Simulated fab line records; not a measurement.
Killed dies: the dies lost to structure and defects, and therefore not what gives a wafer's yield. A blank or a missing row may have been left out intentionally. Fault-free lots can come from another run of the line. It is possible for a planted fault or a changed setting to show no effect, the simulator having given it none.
fab line records	flow sky130
record lots=15	wafers=45	last_day=50
route steps=708 shown METAL3@569 PAD_OPEN@708
lots that met no fault: from a run of the same line without faults
start_h: hours from the record's opening day to when the first of the lot's shown wafers began	wait_h: hours elapsed since this lot's preceding step	" identical to the entry in the row above	L1.1+2: several wafers, shown together as one row	- no value present, or no start provided	* or withheld: withheld	< > ~ a bound
route shown NAME@n: NAME is a module with steps in the file, n the number in the route of the first one	usual: average and standard deviation across the fault-free wafers	same: alike in all rows	chamber/n: place in a boat	sites: per-site readings	_std_site: standard deviation across them	_edge_site: the outer-site mean with the inner-site mean subtracted	radius_mm: how far each site lies from the wafer's centre	mask NAME#n: copy n	behind: the last tool/chamber to shape the wafer	hold: cause of the lot's hold/its duration in hours/its outcome	device: transistor that didn't switch, given as n, p or np	end of line: tests run on the same wafers once the route is complete	for a step that has no rows: nothing shown but its recipe	killed: count of dies lost to structure and defects at first sort (not the wafer's yield)	map: the dies of a wafer, with x for killed, . for not killed, _ for no die there
set.NAME: the run value of the setting; set.NAME@STEP: its run value at that earlier step	model.NAME: the simulator's own value behind a step, which no gauge read
one table for each step of the route and one row for each wafer, over a sample of lots
services: when a tool's chamber went out of use (start_h, in hours from the record's first day, below 0 if earlier), for how many hours, and the reason
## steps
# step SKY_METAL3_STRIP_19
# recipe chemistry=O2/N2	power_w=1400	pressure_mtorr=1500	platen_temp_c=withheld	o2_flow_sccm=3000	n2_flow_sccm=300	overash_fraction=0.5
# usual chamber_pressure_mTorr=1499.8/1.4	drypump_motor_current_A=6.0/0.42	oes_product_au=0.503/0.0067	strip_time_to_endpoint_s=6.55/0.11
lot.wafer	tool	chamber	start_h	wait_h	chamber_pressure_mTorr	drypump_motor_current_A	oes_product_au	rf_hours_counter_h	strip_time_to_endpoint_s
L169.1	plasma_asher-02	1	914.44	0.1	1498.2	5.1	0.505	18	6.49
L169.4	"	0	"	"	1498.1	6.4	0.495	-	6.55
L169.5	"	0	"	"	1501.1	6.4	0.493	-	6.46
L170.1	plasma_asher-01	1	923.52	0.1	1500.4	5.9	0.503	112	6.66
L170.3	"	1	"	"	1499.9	6.0	0.501	-	6.59
L170.6	"	0	"	"	1500.4	6.1	0.501	-	6.56
L174.3	plasma_asher-02	1	958.21	0.1	1498.5	5.0	0.510	-	6.70
L174.4	"	0	"	"	1499.3	6.4	0.503	-	6.57
L174.5	"	0	"	"	1499.6	6.4	0.501	-	6.61
L176.1	plasma_asher-04	1	966.92	0.1	1500.0	6.3	0.514	80	6.72
L176.3	"	1	"	"	1499.0	6.3	0.504	-	6.56
L176.5	"	0	"	"	1498.7	6.1	0.500	-	6.59
L177.2	plasma_asher-02	1	972.42	0.1	-	-	-	-	-
L177.3	"	1	"	"	-	-	-	-	-
L177.4	"	0	"	"	-	-	-	-	-
L178.2	plasma_asher-01	1	980.26	0.1	-	-	-	-	-
L178.3	"	1	"	"	-	-	-	-	-
L178.6	"	1	"	"	-	-	-	-	-
L179.1	plasma_asher-02	0	988.91	0.1	-	-	-	-	-
L179.2	"	1	"	"	-	-	-	-	-
L179.4	"	0	"	"	-	-	-	-	-
L182.2	plasma_asher-02	1	1007.22	0.1	1499.6	5.1	0.505	27	6.68
L182.4	"	0	"	"	1499.2	6.4	0.508	-	6.66
L182.5	"	0	"	"	1498.8	6.4	0.512	-	6.70
L183.3	plasma_asher-01	1	1012.99	0.1	1498.8	6.0	0.484	-	6.30
L183.5	"	0	"	"	1498.5	6.2	0.501	-	6.57
L183.6	"	1	"	"	1497.2	5.9	0.484	-	6.28
L184.1	plasma_asher-01	0	1023.10	0.1	1501.4	6.2	0.491	122	6.36
L184.3	"	0	"	"	1498.1	6.1	0.494	-	6.37
L184.4	"	1	"	"	1500.5	5.9	0.514	-	6.68
L185.2	plasma_asher-01	0	1028.52	0.1	1501.3	6.1	0.507	122	6.52
L185.5	"	1	"	"	1499.6	5.9	0.501	-	6.51
L185.6	"	0	"	"	1499.5	6.1	0.508	-	6.64
L186.1	plasma_asher-01	0	1032.22	0.1	1497.8	6.1	0.505	123	6.43
L186.4	"	0	"	"	1497.6	6.1	0.504	-	6.58
L186.5	"	1	"	"	1499.6	6.0	0.491	-	6.38
L187.1	plasma_asher-02	0	1049.41	0.1	1502.0	6.4	0.503	31	6.50
L187.2	"	1	"	"	1501.4	5.1	0.519	31	6.66
L187.3	"	0	"	"	1497.7	6.4	0.508	-	6.63
L188.4	plasma_asher-01	1	1050.64	0.1	1497.9	6.0	0.511	-	6.54
L188.5	"	1	"	"	1497.1	6.0	0.503	-	6.55
L188.6	"	0	"	"	1500.0	6.1	0.503	-	6.70
L189.3	plasma_asher-01	1	1052.47	0.2	1496.2	6.0	0.498	-	6.50
L189.4	"	0	"	"	1501.9	6.1	0.501	-	6.49
L189.5	"	0	"	"	1500.3	6.1	0.491	-	6.49
# step SKY_PAD_OPEN_PROBE_99
# usual defect_limited_yield=82.5/1.7	killed_at_M0_to_M3=43/6.7	killed_at_M4_up=3.2/1.8	killed_at_contacts=24/4.8	killed_at_front_end=16/4.2	killed_at_other=0.3/0.56	killed_dies=86/8.5	killed_on_rim=17/3.9	killed_open=47/6.7	killed_short=39/6	sort_bin_3_pad_short=0.9/0.45	sort_bin_5_function=10.3/1.6	sort_bin_6_memory=6.3/1	sort_n_pass=406/8.5	sort_yield_pct=82.5/1.7
# same gross_dies=492	killed_at_back_side=0	sort_bin_4_leakage[%]=0	sort_bin_8_speed[%]=0
lot.wafer	tool	chamber	start_h	wait_h	hold	defect_limited_yield[%]	killed_at_M0_to_M3	killed_at_M4_up	killed_at_contacts	killed_at_front_end	killed_at_other	killed_dies	killed_on_rim	killed_open	killed_short	sort_bin_3_pad_short[%]	sort_bin_5_function[%]	sort_bin_6_memory[%]	sort_n_pass	sort_yield_pct[%]
L169.1	prober-01	-	1084.06	0.1	-	82.3	37	4	24	22	0	87	12	51	34	0.6	10.4	6.7	405	82.3
L169.4	prober-01	-	1084.21	0.2	-	80.7	53	6	18	18	0	95	21	49	44	0.4	10.8	8.1	397	80.7
L169.5	prober-01	-	1084.26	0.2	-	81.1	44	3	29	16	1	93	24	51	40	0.6	11.4	6.9	399	81.1
L170.1	prober-02	-	1090.83	0.1	-	84.1	35	4	19	20	0	78	15	45	32	0.8	8.9	6.1	414	84.1
L170.3	prober-02	-	1090.93	0.2	-	83.7	40	5	19	16	0	80	16	46	34	0.8	10.0	5.5	412	83.7
L170.6	prober-02	-	1091.08	0.2	-	81.7	50	1	21	18	0	90	17	55	35	0.6	11.6	6.1	402	81.7
L174.3	prober-02	-	1121.00	0.2	-	82.1	49	3	16	20	0	88	17	55	33	1.2	10.2	6.5	404	82.1
L174.4	prober-02	-	1121.05	0.2	-	84.6	38	1	20	17	0	76	14	40	36	1.2	8.3	5.9	416	84.6
L174.5	prober-02	-	1121.10	0.2	-	86.0	36	1	21	11	0	69	15	33	36	1.4	7.5	5.1	423	86.0
L176.1	prober-02	-	1127.80	0.1	-	79.1	63	6	25	9	0	103	23	62	39	1.2	13.6	6.1	389	79.1
L176.3	prober-02	-	1127.90	0.2	-	83.9	44	5	15	15	0	79	16	45	32	2.4	7.3	6.3	413	83.9
L176.5	prober-02	-	1128.00	0.2	-	80.7	53	2	35	5	0	95	19	51	44	0.6	10.0	8.7	397	80.7
L177.2	prober-01	-	1132.95	0.1	await_dispo/4.7h/scrap	0	454	2	20	15	1	492	96	45	38	1.2	92.5	6.3	0	0
L177.3	prober-01	-	1133.00	0.2	await_dispo/4.7h/scrap	0	459	3	19	11	0	492	96	40	37	1.0	93.9	5.1	0	0
L177.4	prober-01	-	1133.05	0.2	await_dispo/4.7h/scrap	0	461	3	17	11	0	492	96	40	35	0.6	92.9	6.5	0	0
L178.2	prober-02	-	1138.50	0.1	await_dispo/4.9h/scrap	0	450	6	24	11	1	492	96	49	38	0.8	92.5	6.7	0	0
L178.3	prober-02	-	1138.55	0.2	await_dispo/4.9h/scrap	0	445	3	28	15	1	492	96	48	39	0.4	94.7	4.9	0	0
L178.6	prober-02	-	1138.70	0.2	await_dispo/4.9h/scrap	0	448	3	24	17	0	492	96	41	52	1.8	92.3	5.9	0	0
L179.1	prober-01	-	1144.96	0.1	await_dispo/4.2h/scrap	0	432	2	40	18	0	492	96	52	44	1.2	90.7	8.1	0	0
L179.2	prober-01	-	1145.01	0.1	await_dispo/4.2h/scrap	0	447	2	23	20	0	492	96	53	38	1.2	92.1	6.7	0	0
L179.4	prober-01	-	1145.11	0.2	await_dispo/4.2h/scrap	0	452	2	23	15	0	492	96	35	30	0.8	94.7	4.5	0	0
L182.2	prober-02	-	1160.56	0.1	-	83.1	52	2	19	10	0	83	28	46	37	0.6	10.2	6.1	409	83.1
L182.4	prober-02	-	1160.66	0.2	-	82.7	45	1	26	13	0	85	14	42	43	1.8	9.6	5.9	407	82.7
L182.5	prober-02	-	1160.71	0.2	-	81.1	45	6	28	14	0	93	21	52	41	0.8	11.2	6.9	399	81.1
L183.3	prober-01	-	1163.80	0.2	-	83.5	44	2	21	14	0	81	18	47	34	0.6	9.3	6.5	411	83.5
L183.5	prober-01	-	1163.90	0.2	-	80.3	48	3	29	17	0	97	24	57	40	0.6	12.2	6.9	395	80.3
L183.6	prober-01	-	1163.95	0.2	-	85.2	38	2	19	14	0	73	16	35	38	0.8	7.7	6.3	419	85.2
L184.1	prober-02	-	1172.82	0.1	-	83.1	36	6	22	17	2	83	11	44	39	0.4	9.6	6.9	409	83.1
L184.3	prober-02	-	1172.92	0.2	-	84.3	32	1	24	20	0	77	16	39	37	0.6	9.6	5.5	415	84.3
L184.4	prober-02	-	1172.97	0.2	-	84.3	31	2	28	15	1	77	13	42	35	0.4	9.1	6.1	415	84.3
L185.2	prober-01	-	1176.96	0.1	-	81.3	51	1	19	20	1	92	19	48	44	0	11.8	6.9	400	81.3
L185.5	prober-01	-	1177.11	0.2	-	84.6	39	1	20	15	1	76	12	41	34	1.0	9.1	5.3	416	84.6
L185.6	prober-01	-	1177.16	0.2	-	81.3	47	5	26	14	0	92	16	48	44	0.8	10.4	7.5	400	81.3
L186.1	prober-02	-	1178.76	0.1	-	80.9	45	6	28	15	0	94	25	53	41	0.2	11.8	7.1	398	80.9
L186.4	prober-02	-	1178.91	0.2	-	79.3	47	2	30	23	0	102	21	50	52	1.2	13.0	6.5	390	79.3
L186.5	prober-02	-	1178.96	0.2	-	80.3	46	1	26	24	0	97	20	45	52	1.6	11.4	6.7	395	80.3
L187.1	prober-01	-	1190.91	0.1	-	82.5	38	3	27	18	0	86	16	44	41	0.2	11.4	5.9	406	82.5
L187.2	prober-01	-	1190.96	0.1	-	81.5	44	3	24	19	1	91	20	46	44	1.6	9.3	7.5	401	81.5
L187.3	prober-01	-	1191.01	0.2	-	84.1	44	3	13	18	0	78	19	42	34	1.2	8.7	5.9	414	84.1
L188.4	prober-02	-	1193.07	0.2	-	83.9	42	4	14	18	1	79	11	43	36	0.8	9.6	5.7	413	83.9
L188.5	prober-02	-	1193.12	0.2	-	81.5	46	6	29	10	0	91	17	59	32	0.4	11.8	6.3	401	81.5
L188.6	prober-02	-	1193.17	0.2	-	83.7	47	1	20	12	0	80	19	37	43	1.0	8.3	6.9	412	83.7
L189.3	prober-01	-	1193.96	0.2	-	82.3	50	3	25	9	0	87	19	41	46	1.0	10.4	6.3	405	82.3
L189.4	prober-01	-	1194.01	0.2	-	83.5	46	3	19	13	0	81	12	33	48	1.4	8.1	6.9	411	83.5
L189.5	prober-01	-	1194.06	0.2	-	84.3	35	4	28	10	0	77	19	49	28	1.0	7.7	6.9	415	84.3
# killed by level:class
L169.1 CONTACT:geometric_particle:open=9 VIA1:geometric_particle:open=8 VIA2:geometric_particle:open=8 FIELD_ISO:geometric_particle:open=6 FIELD_ISO:geometric_particle:short=6 LI_CONTACT:geometric_particle:open=5 CONTACT:geometric_particle:short=5 METAL2:geometric_particle:short=5
L169.4 VIA2:geometric_particle:open=11 POLY_GATE:geometric_particle:open=8 VIA1:geometric_particle:open=8 CONTACT:geometric_particle:open=7 METAL3:geometric_particle:short=6 POLY_GATE:geometric_particle:short=5 CONTACT:geometric_particle:short=5 METAL1:geometric_particle:short=5
L169.5 VIA1:geometric_particle:open=14 CONTACT:geometric_particle:open=10 METAL2:geometric_particle:short=8 LI_CONTACT:geometric_particle:open=7 CONTACT:geometric_particle:short=7 POLY_GATE:geometric_particle:open=6 VIA2:geometric_particle:open=6 VIA3:geometric_particle:open=6
L170.1 CONTACT:geometric_particle:open=10 FIELD_ISO:geometric_particle:short=8 VIA3:geometric_particle:open=8 VIA2:geometric_particle:open=7 VIA1:geometric_particle:open=6 METAL1:geometric_particle:short=5 FIELD_ISO:geometric_particle:open=4 LOCAL_INTERCONNECT:geometric_particle:short=4
L170.3 VIA1:geometric_particle:open=10 VIA3:geometric_particle:open=9 FIELD_ISO:geometric_particle:short=7 LI_CONTACT:geometric_particle:open=7 CONTACT:geometric_particle:open=6 METAL2:geometric_particle:short=6 CONTACT:geometric_particle:short=5 POLY_GATE:geometric_particle:open=5
L170.6 VIA1:geometric_particle:open=10 VIA3:geometric_particle:open=10 CONTACT:geometric_particle:open=8 VIA2:geometric_particle:open=8 LI_CONTACT:geometric_particle:open=5 VIA2:geometric_particle:short=5 FIELD_ISO:geometric_particle:short=4 POLY_GATE:geometric_particle:short=4
L174.3 VIA1:geometric_particle:open=12 VIA3:geometric_particle:open=10 LI_CONTACT:geometric_particle:open=7 VIA3:geometric_particle:short=7 CONTACT:geometric_particle:open=6 POLY_GATE:geometric_particle:open=5 VIA1:geometric_particle:short=5 FIELD_ISO:geometric_particle:short=4
L174.4 VIA1:geometric_particle:open=9 METAL2:geometric_particle:short=9 POLY_GATE:geometric_particle:open=7 CONTACT:geometric_particle:open=6 FIELD_ISO:geometric_particle:short=5 VIA2:geometric_particle:open=5 LI_CONTACT:geometric_particle:open=5 CONTACT:geometric_particle:short=5
L174.5 VIA1:geometric_particle:short=10 VIA1:geometric_particle:open=7 LI_CONTACT:geometric_particle:open=6 CONTACT:geometric_particle:open=6 FIELD_ISO:geometric_particle:short=5 LOCAL_INTERCONNECT:geometric_particle:short=5 VIA2:geometric_particle:open=5 METAL2:geometric_particle:short=4
L176.1 VIA3:geometric_particle:open=17 CONTACT:geometric_particle:open=11 VIA1:geometric_particle:open=9 LI_CONTACT:geometric_particle:open=8 VIA2:geometric_particle:short=7 VIA3:geometric_particle:short=6 VIA2:geometric_particle:open=6 VIA1:geometric_particle:short=5
L176.3 VIA2:geometric_particle:open=8 VIA1:geometric_particle:open=8 LI_CONTACT:geometric_particle:open=6 FIELD_ISO:geometric_particle:open=5 METAL3:geometric_particle:short=5 CONTACT:geometric_particle:open=5 VIA3:geometric_particle:open=4 METAL1:geometric_particle:short=4
L176.5 CONTACT:geometric_particle:open=14 VIA1:geometric_particle:open=13 LI_CONTACT:geometric_particle:open=9 METAL2:geometric_particle:short=8 CONTACT:geometric_particle:short=7 VIA1:geometric_particle:short=6 VIA3:geometric_particle:open=5 VIA2:geometric_particle:short=5
L177.2 VIA3:area_hdpcvd=409 VIA2:geometric_particle:open=13 CONTACT:geometric_particle:open=8 VIA1:geometric_particle:open=8 METAL1:geometric_particle:short=6 LI_CONTACT:geometric_particle:open=5 VIA1:geometric_particle:short=5 METAL2:geometric_particle:short=5
L177.3 VIA3:area_hdpcvd=415 VIA3:geometric_particle:open=10 VIA1:geometric_particle:open=8 CONTACT:geometric_particle:open=7 LOCAL_INTERCONNECT:geometric_particle:short=6 VIA2:geometric_particle:open=5 FIELD_ISO:geometric_particle:open=4 METAL1:geometric_particle:short=4
L177.4 VIA3:area_hdpcvd=416 VIA1:geometric_particle:open=11 VIA3:geometric_particle:open=7 VIA2:geometric_particle:open=6 CONTACT:geometric_particle:open=6 VIA1:geometric_particle:short=6 SPACER:geometric_particle:short=4 LI_CONTACT:geometric_particle:open=4
L178.2 VIA3:area_hdpcvd=404 VIA1:geometric_particle:open=12 CONTACT:geometric_particle:open=11 VIA2:geometric_particle:open=7 LI_CONTACT:geometric_particle:open=5 LI_CONTACT:geometric_particle:short=5 METAL1:geometric_particle:short=5 VIA3:geometric_particle:open=5
L178.3 VIA3:area_hdpcvd=405 LI_CONTACT:geometric_particle:open=10 CONTACT:geometric_particle:short=8 VIA2:geometric_particle:short=6 VIA2:geometric_particle:open=6 VIA3:geometric_particle:open=6 METAL1:geometric_particle:short=5 CONTACT:geometric_particle:open=5
L178.6 VIA3:area_hdpcvd=399 VIA1:geometric_particle:open=9 VIA3:geometric_particle:open=8 VIA1:geometric_particle:short=6 LOCAL_INTERCONNECT:geometric_particle:short=6 METAL1:geometric_particle:short=6 CONTACT:geometric_particle:short=5 VIA2:geometric_particle:short=5
L179.1 VIA3:area_hdpcvd=396 CONTACT:geometric_particle:open=17 CONTACT:geometric_particle:short=8 VIA3:geometric_particle:open=7 VIA1:geometric_particle:short=6 FIELD_ISO:geometric_particle:open=5 LOCAL_INTERCONNECT:geometric_particle:open=5 VIA2:geometric_particle:open=5
L179.2 VIA3:area_hdpcvd=401 LI_CONTACT:geometric_particle:open=8 VIA1:geometric_particle:open=7 VIA2:geometric_particle:open=7 VIA3:geometric_particle:open=7 CONTACT:geometric_particle:open=6 METAL1:geometric_particle:short=6 FIELD_ISO:geometric_particle:open=5
L179.4 VIA3:area_hdpcvd=427 CONTACT:geometric_particle:open=10 POLY_GATE:geometric_particle:short=6 FIELD_ISO:geometric_particle:open=5 LI_CONTACT:geometric_particle:open=4 VIA3:geometric_particle:short=4 FIELD_ISO:geometric_particle:short=3 CONTACT:geometric_particle:short=3
L182.2 VIA1:geometric_particle:open=14 VIA2:geometric_particle:open=7 METAL3:geometric_particle:short=7 LI_CONTACT:geometric_particle:open=6 VIA3:geometric_particle:open=6 METAL2:geometric_particle:short=5 FIELD_ISO:geometric_particle:open=4 CONTACT:geometric_particle:open=4
L182.4 LI_CONTACT:geometric_particle:open=9 CONTACT:geometric_particle:open=7 METAL1:geometric_particle:short=7 POLY_GATE:geometric_particle:open=6 LOCAL_INTERCONNECT:geometric_particle:short=6 VIA1:geometric_particle:short=6 VIA3:geometric_particle:open=5 METAL2:geometric_particle:short=5
L182.5 METAL2:geometric_particle:short=14 LI_CONTACT:geometric_particle:open=11 CONTACT:geometric_particle:open=9 VIA1:geometric_particle:open=8 FIELD_ISO:geometric_particle:short=6 VIA2:geometric_particle:open=6 VIA3:geometric_particle:open=6 VIA1:geometric_particle:short=5
L183.3 VIA1:geometric_particle:open=9 CONTACT:geometric_particle:open=7 VIA1:geometric_particle:short=7 VIA2:geometric_particle:open=7 LI_CONTACT:geometric_particle:open=6 VIA2:geometric_particle:short=5 VIA3:geometric_particle:open=5 FIELD_ISO:geometric_particle:open=4
L183.5 CONTACT:geometric_particle:open=14 VIA1:geometric_particle:open=13 VIA2:geometric_particle:open=8 CONTACT:geometric_particle:short=6 VIA3:geometric_particle:open=6 FIELD_ISO:geometric_particle:short=5 POLY_GATE:geometric_particle:open=4 LOCAL_INTERCONNECT:geometric_particle:short=4
L183.6 VIA1:geometric_particle:open=9 CONTACT:geometric_particle:short=8 VIA2:geometric_particle:open=6 FIELD_ISO:geometric_particle:open=4 LI_CONTACT:geometric_particle:open=4 CONTACT:geometric_particle:open=4 METAL2:geometric_particle:short=4 VIA2:geometric_particle:short=4
L184.1 CONTACT:geometric_particle:open=8 LI_CONTACT:geometric_particle:open=7 VIA1:geometric_particle:open=7 METAL2:geometric_particle:short=7 VIA3:geometric_particle:open=6 POLY_GATE:geometric_particle:open=5 CONTACT:geometric_particle:short=4 METAL1:geometric_particle:short=4
L184.3 VIA1:geometric_particle:open=10 LI_CONTACT:geometric_particle:open=8 FIELD_ISO:geometric_particle:short=6 CONTACT:geometric_particle:open=6 CONTACT:geometric_particle:short=5 VIA3:geometric_particle:short=5 FIELD_ISO:geometric_particle:open=4 METAL1:geometric_particle:short=4
L184.4 CONTACT:geometric_particle:open=11 LI_CONTACT:geometric_particle:open=8 VIA3:geometric_particle:open=6 FIELD_ISO:geometric_particle:short=5 VIA2:geometric_particle:open=5 FIELD_ISO:geometric_particle:open=4 VIA3:geometric_particle:short=4 VIA1:geometric_particle:open=4
L185.2 VIA1:geometric_particle:open=9 VIA2:geometric_particle:open=8 LI_CONTACT:geometric_particle:open=7 VIA3:geometric_particle:open=7 FIELD_ISO:geometric_particle:short=6 METAL1:geometric_particle:short=6 VIA3:geometric_particle:short=6 CONTACT:geometric_particle:open=4
L185.5 VIA1:geometric_particle:open=11 CONTACT:geometric_particle:open=7 FIELD_ISO:geometric_particle:short=4 POLY_GATE:geometric_particle:short=4 LI_CONTACT:geometric_particle:short=4 LOCAL_INTERCONNECT:geometric_particle:short=4 METAL1:geometric_particle:short=4 METAL2:geometric_particle:short=4
L185.6 LI_CONTACT:geometric_particle:open=11 VIA1:geometric_particle:open=9 METAL2:geometric_particle:short=6 FIELD_ISO:geometric_particle:open=5 CONTACT:geometric_particle:short=5 METAL1:geometric_particle:short=5 VIA1:geometric_particle:short=5 VIA2:geometric_particle:open=5
L186.1 VIA1:geometric_particle:open=12 CONTACT:geometric_particle:open=11 VIA3:geometric_particle:open=7 CONTACT:geometric_particle:short=6 METAL1:geometric_particle:short=6 LI_CONTACT:geometric_particle:open=5 VIA2:geometric_particle:open=5 FIELD_ISO:geometric_particle:short=4
L186.4 FIELD_ISO:geometric_particle:open=9 LI_CONTACT:geometric_particle:open=9 CONTACT:geometric_particle:short=8 CONTACT:geometric_particle:open=8 VIA2:geometric_particle:short=8 METAL1:geometric_particle:short=7 VIA3:geometric_particle:open=6 POLY_GATE:geometric_particle:short=6
L186.5 VIA1:geometric_particle:open=10 CONTACT:geometric_particle:short=7 VIA2:geometric_particle:open=7 POLY_GATE:geometric_particle:short=7 METAL1:geometric_particle:short=7 FIELD_ISO:geometric_particle:open=6 CONTACT:geometric_particle:open=6 LI_CONTACT:geometric_particle:open=5
L187.1 VIA1:geometric_particle:open=12 LI_CONTACT:geometric_particle:open=7 CONTACT:geometric_particle:open=7 LI_CONTACT:geometric_particle:short=6 VIA3:geometric_particle:open=6 CONTACT:geometric_particle:short=5 VIA2:geometric_particle:short=5 FIELD_ISO:geometric_particle:open=4
L187.2 VIA1:geometric_particle:open=13 CONTACT:geometric_particle:open=10 POLY_GATE:geometric_particle:short=8 METAL1:geometric_particle:short=7 FIELD_ISO:geometric_particle:short=5 LI_CONTACT:geometric_particle:open=5 CONTACT:geometric_particle:short=4 VIA1:geometric_particle:short=4
L187.3 VIA1:geometric_particle:open=13 VIA3:geometric_particle:short=6 FIELD_ISO:geometric_particle:open=5 LI_CONTACT:geometric_particle:open=5 METAL3:geometric_particle:short=5 METAL1:geometric_particle:short=5 CONTACT:geometric_particle:open=4 POLY_GATE:geometric_particle:short=3
L188.4 VIA1:geometric_particle:open=9 VIA3:geometric_particle:open=9 VIA2:geometric_particle:open=7 FIELD_ISO:geometric_particle:open=6 LI_CONTACT:geometric_particle:open=6 FIELD_ISO:geometric_particle:short=5 METAL1:geometric_particle:short=4 VIA1:geometric_particle:short=4
L188.5 VIA1:geometric_particle:open=18 LI_CONTACT:geometric_particle:open=13 CONTACT:geometric_particle:open=9 VIA3:geometric_particle:open=6 METAL4:geometric_particle:short=6 METAL2:geometric_particle:short=6 VIA1:geometric_particle:short=5 VIA2:geometric_particle:open=5
L188.6 VIA1:geometric_particle:open=9 LI_CONTACT:geometric_particle:open=7 VIA1:geometric_particle:short=7 VIA2:geometric_particle:open=7 LI_CONTACT:geometric_particle:short=6 METAL1:geometric_particle:short=6 VIA3:geometric_particle:open=6 POLY_GATE:geometric_particle:short=5
L189.3 VIA1:geometric_particle:open=14 METAL1:geometric_particle:short=8 CONTACT:geometric_particle:short=7 CONTACT:geometric_particle:open=6 VIA1:geometric_particle:short=6 METAL2:geometric_particle:short=5 VIA2:geometric_particle:open=5 LI_CONTACT:geometric_particle:short=4
L189.4 METAL1:geometric_particle:short=11 LI_CONTACT:geometric_particle:open=6 LOCAL_INTERCONNECT:geometric_particle:short=6 VIA1:geometric_particle:open=5 METAL2:geometric_particle:short=5 VIA3:geometric_particle:open=5 FIELD_ISO:geometric_particle:short=4 POLY_GATE:geometric_particle:short=4
L189.5 VIA1:geometric_particle:open=15 CONTACT:geometric_particle:open=11 LI_CONTACT:geometric_particle:open=8 VIA1:geometric_particle:short=5 VIA3:geometric_particle:open=4 CONTACT:geometric_particle:short=3 LI_CONTACT:geometric_particle:short=3 METAL1:geometric_particle:short=3
## services
tool	chamber	start_h	hours	kind
plasma_asher-02	-	946.07	0.6	repair
## key
first_sign step=SKY_METAL3_STRIP_19	reading=tool_record	direction=missing
effect step=SKY_PAD_OPEN_PROBE_99	reading=killed_at_M0_to_M3	direction=up	sigmas=60	usual=43	struck=450
more_kills_born_at SKY_VIA3_HDPCVD_00@hdpcvd-02=2432	SKY_VIA3_HDPCVD_00@hdpcvd-01=1240
met_at SKY_METAL3_STRIP_19
struck_lots L177,L178,L179
later_rows_left_out L177.2,L177.3,L177.4,L178.2,L178.3,L178.6,L179.1,L179.2,L179.4
onset_between 958.21 972.42
fault kind=skipped_step_whole	tool=plasma_asher-01,plasma_asher-02	chamber=-	onset_h=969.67	steps=SKY_METAL3_STRIP_19	scope=struck_lots_only
# later_rows_left_out: the simulator's readings of these wafers behind a module that went badly wrong aren't trusted and aren't shown, but for the sort
